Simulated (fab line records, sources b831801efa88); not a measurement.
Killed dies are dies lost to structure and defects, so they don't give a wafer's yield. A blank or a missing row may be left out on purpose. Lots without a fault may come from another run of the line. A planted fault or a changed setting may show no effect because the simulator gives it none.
fab line records | flow gf180mcu
record lots=6 wafers=18 last_day=34
route steps=602 shown M5@539 V5@540 PASSIVATION@602
lots that met no fault: from a run of the same line without faults
start_h: hours from the record's first day to the start of the lot's first wafer shown | wait_h: hours since the lot's step before | " the same as in the row above | L1.1+2: a row that stands for several wafers | - no value, or no start given | * or withheld: withheld | < > ~ a bound
route shown NAME@n: a module of which the file shows steps, and the number in the route of the first | usual: mean/standard deviation of fault-free wafers | same: alike in all rows | chamber/n: place in a boat | sites: the reading at each site | _std_site: their standard deviation | _edge_site: outer sites' mean less inner sites' | radius_mm: how far each site lies from the wafer's centre | mask NAME#n: copy n | behind: the tool/chamber that last shaped the wafer | hold: why the lot was held/for how many hours/how that ended | device: the transistor (n, p or np) that didn't switch | end of line: the same wafers' tests at the end of the route | a step without rows: its recipe alone | killed: dies lost to structure and defects at the first sort, not the wafer's yield | map: a wafer's dies, x killed, . not, _ none there
set.NAME: the setting as run; set.NAME@STEP: as run at that earlier step | model.NAME: the simulator's own value behind a step, which no gauge read
lots at some steps of the route; a table a step, a row a wafer
services: from which hour (start_h, from the record's first day; less than 0 if before it) a tool's chamber was out of use, for how many hours, and why
## steps
# step GF_M5_CLEAN_13
# recipe chemistry=DIW dry=n2_spin
# step GF_V5_CVD_00
# recipe material=SiO2 target_thk_nm=300 sigma_open_frac=0.3 temp_c=400 time_s=50 sih4_flow_sccm=60 pressure_mtorr=6
# step GF_V5_THK_MEAS_01
# recipe reads=SiO2_of_V5_CVD_00
# usual V5_CVD_00_THK=298.9/2.4
# columns lot.wafer tool chamber start_h wait_h V5_CVD_00_THK[nm]
L674.1 film_metro-04 - 601.73 0.0 302.1
L674.3 " - " " 300.8
L674.5 " - " " 297.8
L686.1 film_metro-03 - 698.53 0.0 296.1
L686.4 " - " " 298.4
L686.5 " - " " 299.8
L687.1 film_metro-03 - 708.21 0.0 295.0
L687.2 " - " " 299.2
L687.3 " - " " 294.8
L692.1 film_metro-02 - 738.72 0.0 295.9
L692.2 " - " " 297.1
L692.4 " - " " 299.5
L694.1 film_metro-02 - 749.89 0.0 297.2
L694.3 " - " " 296.2
L694.5 " - " " 295.4
L697.2 film_metro-03 - 766.87 0.0 297.1
L697.4 " - " " 296.1
L697.6 " - " " 295.6
# step GF_V5_CVD_02
# recipe material=SiO2 target_thk_nm=1450 precursor=TEOS temp_c=400 time_s=163.28 rf_w=600
# usual heater_power_w=650/130
# columns lot.wafer tool chamber start_h wait_h heater_power_w
L674.1 pecvd-03 1 601.79 0.1 487
L674.3 " 2 " " 731
L674.5 " 0 " " 653
L686.1 pecvd-04 1 698.59 0.1 414
L686.4 " 2 " " 712
L686.5 " 1 " " 487
L687.1 pecvd-02 1 708.27 0.1 787
L687.2 " 2 " " 593
L687.3 " 0 " " 623
L692.1 pecvd-04 2 738.78 0.1 817
L692.2 " 0 " " 704
L692.4 " 1 " " 518
L694.1 pecvd-03 2 749.95 0.1 669
L694.3 " 1 " " 533
L694.5 " 0 " " 552
L697.2 pecvd-04 2 766.92 0.0 814
L697.4 " 0 " " 675
L697.6 " 1 " " 393
# step GF_V5_THK_MEAS_03
# recipe reads=SiO2_of_V5_CVD_02
# usual V5_CVD_02_THK=1448/17
# columns lot.wafer tool chamber start_h wait_h V5_CVD_02_THK[nm]
L674.1 film_metro-03 - 601.89 0.1 1416
L674.3 " - " " 1427
L674.5 " - " " 1453
L686.1 film_metro-02 - 698.69 0.1 1433
L686.4 " - " " 1462
L686.5 " - " " 1472
L687.1 film_metro-02 - 708.38 0.1 1445
L687.2 " - " " 1430
L687.3 " - " " 1425
L692.1 film_metro-02 - 738.88 0.1 1457
L692.2 " - " " 1441
L692.4 " - " " 1478
L694.1 film_metro-02 - 750.06 0.1 1448
L694.3 " - " " 1447
L694.5 " - " " 1447
L697.2 film_metro-02 - 767.04 0.1 1422
L697.4 " - " " 1435
L697.6 " - " " 1444
# step GF_V5_CMP_04
# recipe material=SiO2 down_force_psi=4 platen_rpm=60 pad_velocity_m_s=0.94248
# usual head_pressure_psi=4.000/0.0092 motor_current_A=12.0/1.7 slurry_flow_ml_min=150.0/0.48
# columns lot.wafer tool chamber start_h wait_h head_pressure_psi motor_current_A slurry_flow_ml_min
L674.3 cmp-02 1 602.00 0.1 4.004 15.0 150.2
L674.1 " 2 " " 4.013 11.1 149.2
L674.5 " 0 " " 4.012 9.8 149.7
L686.4 cmp-02 1 698.85 0.1 4.016 14.8 150.0
L686.1 " 2 " " 4.004 10.9 150.0
L686.5 " 3 " " 4.003 13.6 151.0
L687.3 cmp-01 0 708.44 0.0 4.017 9.7 149.5
L687.2 " 1 " " 4.002 13.1 150.2
L687.1 " 3 " " 4.014 13.0 150.2
L692.4 cmp-01 1 738.94 0.0 4.008 13.2 149.4
L692.1 " 3 " " 3.999 12.5 149.3
L692.2 " 0 " " 3.996 9.8 149.4
L694.1 cmp-02 3 750.22 0.1 3.986 14.1 149.9
L694.3 " 0 " " 3.995 9.3 149.9
L694.5 " 2 " " 4.015 10.4 150.2
L697.2 cmp-02 2 767.09 0.0 3.994 10.8 151.2
L697.4 " 1 " " 4.003 15.2 149.4
L697.6 " 2 " " 4.013 10.8 150.5
# step GF_V5_BOW_MEAS_05
# recipe mode=bow
# usual V5_BOW=136/9.3
# columns lot.wafer tool chamber start_h wait_h V5_BOW[um]
L674.1 film_metro-03 - 602.25 0.1 132
L674.3 " - " " 142
L674.5 " - " " 139
L686.1 film_metro-03 - 699.05 0.1 142
L686.4 " - " " 136
L686.5 " - " " 138
L687.1 film_metro-04 - 708.74 0.1 143
L687.2 " - " " 132
L687.3 " - " " 146
L692.1 film_metro-03 - 739.24 0.1 139
L692.2 " - " " 137
L692.4 " - " " 135
L694.1 film_metro-03 - 750.42 0.1 134
L694.3 " - " " 124
L694.5 " - " " 119
L697.2 film_metro-02 - 767.41 0.3 127
L697.4 " - " " 137
L697.6 " - " " 128
# step GF_V5_DEHYDRATE_06
# recipe temp_c=200 time_s=60
# step GF_V5_HMDS_07
# recipe prime_time_s=60 prime_temp_c=120
# step GF_V5_COAT_08
# recipe resist=BARC temp_c=withheld time_s=withheld spin_rpm=withheld resist_thk_nm=withheld
# step GF_V5_COAT_09
# recipe resist=KrF spin_rpm=withheld resist_thk_nm=1000
# step GF_V5_SOFTBAKE_10
# recipe temp_c=130 time_s=60 resist=KrF
# step GF_V5_EXPOSE_11
# recipe mask_id=Via5 target_cd_nm=260 na=0.68 source_shape=conventional sigma_outer=0.6 dose_mj=38
# usual exposure_dose_mJ_cm2=37.92/0.038 focus_offset_nm=0.0/0.57 reticle_temp_C=23.01/0.12
# columns lot.wafer tool chamber start_h wait_h mask exposure_dose_mJ_cm2 focus_offset_nm reticle_temp_C
L674.1 krf_scanner-02 0 612.71 - Via5#0 37.90 0.0 22.90
L674.3 " 0 " " Via5#0 37.92 -0.6 22.98
L674.5 " 0 " " Via5#0 37.94 -0.7 22.72
L686.1 krf_scanner-01 0 708.06 - Via5#0 37.88 0.0 23.08
L686.4 " 0 " " Via5#0 37.94 0.4 23.04
L686.5 " 0 " " Via5#0 37.91 -0.5 23.20
L687.1 krf_scanner-02 0 717.83 - Via5#0 45.63 -0.3 22.87
L687.2 " 0 " " Via5#0 45.64 -1.1 23.12
L687.3 " 0 " " Via5#0 45.64 -0.7 22.96
L692.1 krf_scanner-02 0 747.88 - Via5#0 44.15 0.2 22.92
L692.2 " 0 " " Via5#0 44.14 -0.8 22.97
L692.4 " 0 " " Via5#0 44.17 0.2 23.02
L694.1 krf_scanner-01 0 758.94 - Via5#0 37.86 -0.1 23.05
L694.3 " 0 " " Via5#0 37.92 0.8 23.04
L694.5 " 0 " " Via5#0 37.91 0.3 23.04
L697.2 krf_scanner-01 0 775.38 - Via5#0 37.92 -0.3 22.83
L697.4 " 0 " " Via5#0 37.90 -0.4 22.87
L697.6 " 0 " " Via5#0 37.93 -0.1 22.86
# step GF_V5_PEB_12
# recipe peb_temp_c=135 peb_time_s=90 resist=KrF
# step GF_V5_DEVELOP_13
# recipe develop_time_s=60 resist=KrF dev_temp_c=21
# step GF_V5_CD_MEAS_14
# recipe target_cd_nm=260
# usual cd_nm=260.2/1.3
# columns lot.wafer tool chamber start_h wait_h cd_nm
L674.1 cd_sem-01 - 622.74 0.1 259.5
L674.3 " - " " 260.7
L674.5 " - " " 260.3
L686.1 cd_sem-02 - 716.36 0.1 258.9
L686.4 " - " " 258.8
L686.5 " - " " 259.0
L687.1 cd_sem-02 - 726.41 0.1 287.7
L687.2 " - " " 288.2
L687.3 " - " " 288.4
L692.1 cd_sem-02 - 755.84 0.1 283.3
L692.2 " - " " 283.7
L692.4 " - " " 284.1
L694.1 cd_sem-02 - 767.14 0.1 262.5
L694.3 " - " " 261.1
L694.5 " - " " 262.1
L697.2 cd_sem-02 - 783.13 0.1 260.7
L697.4 " - " " 260.0
L697.6 " - " " 260.3
# step GF_V5_OVL_MEAS_15
# usual V5_OVL=-3/4.5
# columns lot.wafer tool chamber start_h wait_h V5_OVL[nm]
L674.1 overlay-01 - 622.86 0.1 5
L674.3 " - " " 6
L674.5 " - " " 0
L686.1 overlay-02 - 716.48 0.1 -4
L686.4 " - " " -2
L686.5 " - " " -2
L687.1 overlay-02 - 726.53 0.1 -3
L687.2 " - " " 2
L687.3 " - " " 1
L692.1 overlay-01 - 755.96 0.1 1
L692.2 " - " " -3
L692.4 " - " " -1
L694.1 overlay-02 - 767.26 0.1 -4
L694.3 " - " " -1
L694.5 " - " " -4
L697.2 overlay-01 - 783.24 0.1 -3
L697.4 " - " " -4
L697.6 " - " " -4
# step GF_V5_ETCH_16
# recipe chemistry=N2/H2 target_depth_a=withheld overetch_a=withheld time_s=withheld target=BARC ion_energy_ev=200 source_w=500 bias_w=100 pressure_mtorr=30 n2_flow_sccm=100 h2_flow_sccm=200
# usual drypump_motor_current_A=5.9/0.51 h2_flow_sccm=200.1/0.61 oes_product_au=0.855/0.0043 throttle_valve_pct=13.224/0.009
# columns lot.wafer tool chamber start_h wait_h drypump_motor_current_A h2_flow_sccm oes_product_au throttle_valve_pct model.V5.cd_nm
L674.1 rie_diel-01 3 622.90 0.0 6.6 200.2 0.851 13.229 259.7
L674.3 " 2 " " 6.2 200.5 0.859 13.237 260.8
L674.5 " 1 " " 5.4 199.7 0.852 13.211 260.6
L686.1 rie_diel-04 3 716.51 0.0 5.5 199.9 0.858 13.218 258.1
L686.4 " 0 " " 5.3 198.6 0.862 13.226 259.6
L686.5 " 3 " " 5.5 200.2 0.856 13.217 258
L687.1 rie_diel-01 0 726.56 0.0 5.4 199.8 0.855 13.219 287
L687.2 " 3 " " 6.6 200.3 0.863 13.220 288.3
L687.3 " 2 " " 6.2 199.0 0.852 13.207 288.6
L692.1 rie_diel-03 3 755.99 0.0 6.5 199.6 0.857 13.227 283.2
L692.2 " 1 " " 6.7 200.3 0.856 13.228 283.4
L692.4 " 0 " " 6.7 200.7 0.862 13.216 283.7
L694.1 rie_diel-04 0 767.29 0.0 5.2 200.1 0.855 13.233 262.5
L694.3 " 1 " " 6.2 200.1 0.863 13.224 261.6
L694.5 " 3 " " 5.5 201.4 0.856 13.207 260.4
L697.2 rie_diel-03 3 783.27 0.0 6.5 199.5 0.857 13.226 259.7
L697.4 " 1 " " 6.6 199.6 0.864 13.225 259.6
L697.6 " 3 " " 6.5 199.4 0.858 13.227 259.9
# step GF_V5_ETCH_17
# recipe chemistry=C4F8/O2/Ar mask_material=KrF target=SiO2 stop_on=TiN source_w=1500 bias_w=1200 pressure_mtorr=40 c4f8_flow_sccm=withheld O2_flow_sccm=6 Ar_flow_sccm=300 time_s=withheld target_depth_a=8550
# usual oes_product_au=0.859/0.005
# columns lot.wafer tool chamber start_h wait_h oes_product_au model.V5.cd_nm
L674.1 rie_diel-01 3 - - 0.868 260
L674.3 " 2 " " 0.872 260.3
L674.5 " 1 " " 0.859 260.2
L686.1 rie_diel-04 3 - - 0.862 257.7
L686.4 " 0 " " 0.851 259.7
L686.5 " 3 " " 0.864 258.2
L687.1 rie_diel-01 0 - - 0.864 287.5
L687.2 " 3 " " 0.862 288.3
L687.3 " 2 " " 0.864 288.9
L692.1 rie_diel-03 3 - - 0.857 283.3
L692.2 " 1 " " 0.854 284.1
L692.4 " 0 " " 0.866 283.4
L694.1 rie_diel-04 0 - - 0.867 262
L694.3 " 1 " " 0.862 262.3
L694.5 " 3 " " 0.863 260.2
L697.2 rie_diel-03 3 - - 0.862 259.4
L697.4 " 1 " " 0.860 260.1
L697.6 " 3 " " 0.849 259.9
# step GF_V5_STRIP_18
# recipe chemistry=O2/N2 power_w=1400 pressure_mtorr=1500 platen_temp_c=250 o2_flow_sccm=3000 n2_flow_sccm=300 overash_fraction=0.5
# usual drypump_motor_current_A=5.8/0.52 heater_power_w=349/37 oes_product_au=0.568/0.0051
# same overash_fraction=0.5
# columns lot.wafer tool chamber start_h wait_h drypump_motor_current_A heater_power_w oes_product_au rf_hours_counter_h
L674.1 plasma_asher-03 0 623.05 - 5.3 340 0.576 53
L674.3 " 0 " " 5.3 338 0.573 -
L674.5 " 0 " " 5.3 345 0.567 -
L686.1 plasma_asher-03 1 716.67 - 6.3 411 0.577 63
L686.4 " 1 " " 6.3 401 0.570 -
L686.5 " 1 " " 6.3 410 0.571 -
L687.1 plasma_asher-03 0 726.72 - 5.3 332 0.568 64
L687.2 " 1 " " 6.3 408 0.568 64
L687.3 " 0 " " 5.3 339 0.563 -
L692.1 plasma_asher-03 1 756.15 - 6.3 409 0.567 68
L692.2 " 0 " " 5.3 322 0.566 68
L692.4 " 1 " " 6.3 411 0.572 -
L694.1 plasma_asher-03 1 767.45 - 6.3 393 0.572 69
L694.3 " 1 " " 6.3 399 0.571 -
L694.5 " 0 " " 5.3 337 0.572 -
L697.2 plasma_asher-03 1 783.42 - 6.3 410 0.573 70
L697.4 " 0 " " 5.3 329 0.569 -
L697.6 " 0 " " 5.3 339 0.560 -
# step GF_PASSIVATION_PROBE_99
# columns lot.wafer tool chamber start_h wait_h model.etest.via5_chain.rc_ohm
L674.1 prober-01 - 667.21 0.1 7.049
L674.3 prober-01 - 667.31 0.2 6.729
L674.5 prober-01 - 667.41 0.2 7.055
L686.1 prober-01 - 755.82 0.1 7.172
L686.4 prober-01 - 755.97 0.2 7.013
L686.5 prober-01 - 756.02 0.2 6.877
L687.1 prober-02 - 764.30 0.1 5.655
L687.2 prober-02 - 764.35 0.1 5.725
L687.3 prober-02 - 764.40 0.2 5.526
L692.1 prober-01 - 792.31 0.1 5.886
L692.2 prober-01 - 792.36 0.1 5.934
L692.4 prober-01 - 792.46 0.2 5.713
L694.1 prober-01 - 803.32 0.1 6.922
L694.3 prober-01 - 803.42 0.2 6.997
L694.5 prober-01 - 803.52 0.2 7.084
L697.2 prober-02 - 817.12 0.1 6.974
L697.4 prober-02 - 817.22 0.2 6.855
L697.6 prober-02 - 817.32 0.2 7.182
# killed by level:class
L674.1 CONTACT:geometric_particle:open=7 V2:geometric_particle:open=7 CONTACT:geometric_particle:short=6 V5:geometric_particle:open=5 V5:geometric_particle:short=5 POLY_GATE:geometric_particle:short=4 STI:geometric_particle:open=3 V3:geometric_particle:open=3
L674.3 V4:geometric_particle:open=8 V1:geometric_particle:open=4 V2:geometric_particle:open=4 V5:geometric_particle:open=4 CONTACT:geometric_particle:open=3 V1:geometric_particle:short=3 V2:geometric_particle:short=3 V3:geometric_particle:open=3
L674.5 CONTACT:geometric_particle:open=7 V5:geometric_particle:open=6 V2:geometric_particle:open=5 V2:geometric_particle:short=4 V3:geometric_particle:open=3 CONTACT:geometric_particle:short=3 V4:geometric_particle:open=3 V5:geometric_particle:short=3
L686.1 V1:geometric_particle:open=8 CONTACT:geometric_particle:open=4 M1:geometric_particle:short=4 V3:geometric_particle:short=4 V4:geometric_particle:short=4 CONTACT:geometric_particle:short=3 M5:geometric_particle:short=3 V5:geometric_particle:open=3
L686.4 M4:geometric_particle:short=5 V2:geometric_particle:open=4 V3:geometric_particle:short=4 V3:geometric_particle:open=4 STI:geometric_particle:open=3 V1:geometric_particle:open=3 STI:geometric_particle:short=2 CONTACT:geometric_particle:short=2
L686.5 CONTACT:geometric_particle:open=6 V1:geometric_particle:open=6 V2:geometric_particle:open=4 V3:geometric_particle:open=4 V5:geometric_particle:open=4 V2:geometric_particle:short=3 V3:geometric_particle:short=3 POLY_GATE:geometric_particle:open=2
L692.1 CONTACT:geometric_particle:open=7 STI:geometric_particle:open=5 V3:geometric_particle:open=5 V4:geometric_particle:open=5 M3:geometric_particle:short=4 V5:geometric_particle:open=4 STI:geometric_particle:short=3 V1:geometric_particle:open=3
L692.2 CONTACT:geometric_particle:open=6 V4:geometric_particle:open=5 CONTACT:geometric_particle:short=4 V2:geometric_particle:open=4 V3:geometric_particle:short=3 V4:geometric_particle:short=3 STI:geometric_particle:short=2 V3:geometric_particle:open=2
L692.4 V5:geometric_particle:open=6 CONTACT:geometric_particle:open=6 V4:geometric_particle:open=6 V1:geometric_particle:open=5 V2:geometric_particle:open=5 CONTACT:geometric_particle:short=3 POLY_GATE:geometric_particle:open=2 M2:geometric_particle:short=2
L694.1 STI:geometric_particle:open=6 V2:geometric_particle:open=6 V5:geometric_particle:short=5 V1:geometric_particle:short=5 STI:geometric_particle:short=3 V3:geometric_particle:short=3 V2:geometric_particle:short=2 V1:geometric_particle:open=2
L694.3 V4:geometric_particle:open=5 V5:geometric_particle:open=4 V1:geometric_particle:short=3 V1:geometric_particle:open=3 M2:geometric_particle:short=3 V4:geometric_particle:short=3 CONTACT:geometric_particle:open=2 V2:geometric_particle:open=2
L694.5 STI:geometric_particle:short=5 V1:geometric_particle:open=4 CONTACT:geometric_particle:open=4 V2:geometric_particle:open=4 V3:geometric_particle:open=3 V4:geometric_particle:short=3 V5:geometric_particle:open=3 STI:geometric_particle:open=2
L697.2 V1:geometric_particle:open=6 STI:geometric_particle:short=5 V2:geometric_particle:open=4 V1:geometric_particle:short=3 V2:geometric_particle:short=3 M4:geometric_particle:short=3 V4:geometric_particle:open=3 STI:geometric_particle:open=2
L697.4 V1:geometric_particle:open=6 V4:geometric_particle:open=6 CONTACT:geometric_particle:open=4 V1:geometric_particle:short=4 V5:geometric_particle:open=3 STI:geometric_particle:short=2 CONTACT:geometric_particle:short=2 M2:geometric_particle:short=2
L697.6 CONTACT:geometric_particle:open=6 V2:geometric_particle:open=6 V3:geometric_particle:open=5 V5:geometric_particle:open=5 V1:geometric_particle:open=4 V2:geometric_particle:short=4 V4:geometric_particle:open=4 V5:geometric_particle:short=4
## services
# columns tool chamber start_h hours kind
plasma_asher-03 - 579.69 0.8 repair
cmp-02 - 588.98 0.3 repair
krf_scanner-02 - 597.54 0.3 repair
krf_scanner-02 - 600.09 1.0 pm
cmp-02 - 610.08 6.6 pm
rie_diel-04 3 621.14 3.0 repair
rie_diel-04 - 629.86 0.8 repair
cmp-02 - 653.12 2.2 repair
krf_scanner-01 - 653.57 1.0 pm
krf_scanner-02 - 661.51 0.6 repair
krf_scanner-02 - 674.27 1.3 pm
rie_diel-01 0 676.42 3.7 repair
rie_diel-04 0 677.03 4.6 repair
rie_diel-03 0 685.92 2.9 repair
rie_diel-01 0 694.34 4.6 repair
cmp-02 - 696.62 0.9 repair
cmp-02 - 713.20 1.8 repair
cmp-02 - 715.03 3.9 pm
rie_diel-01 - 716.01 3.1 repair
rie_diel-01 0 736.75 3.9 repair
cmp-02 - 744.00 4.0 pm
rie_diel-04 0 744.51 10.0 repair
rie_diel-01 - 761.30 0.4 repair
rie_diel-03 2 764.80 1.5 repair
## key
first_sign step=GF_V5_EXPOSE_11 reading=exposure_dose_mJ_cm2 direction=up sigmas=99+ usual=37.92 struck=44.89
effect step=GF_V5_CD_MEAS_14 reading=cd_nm direction=up sigmas=20 usual=260.2 struck=285.9 through=control_loop
model_effect step=GF_V5_ETCH_16 value=V5.cd_nm without=260 struck=285.7
model_effect step=GF_V5_ETCH_17 value=V5.cd_nm without=260.2 struck=285.9
model_effect step=GF_PASSIVATION_PROBE_99 value=etest.via5_chain.rc_ohm without=6.873 struck=5.74
met_at GF_V5_EXPOSE_11
struck_wafers L687.1,L687.2,L687.3,L692.1,L692.2,L692.4
sort_left_out L687.1,L687.2,L687.3
loop_trim step=GF_V5_EXPOSE_11 setting=dose lots=L692
onset_between 612.71 717.83
fault kind=process_parameter_drift tool=krf_scanner-02 chamber=- onset_h=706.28 steps=GF_V5_EXPOSE_11 channel=dose_mj offset=7.7536 shape=step acts_in=these_recipes_only stated=38
# sort_left_out: the simulated sort isn't trusted on such a fault, so these wafers' sort isn't shown, and their yield isn't known
# loop_trim: a control loop set the setting to another value than it would have without faults
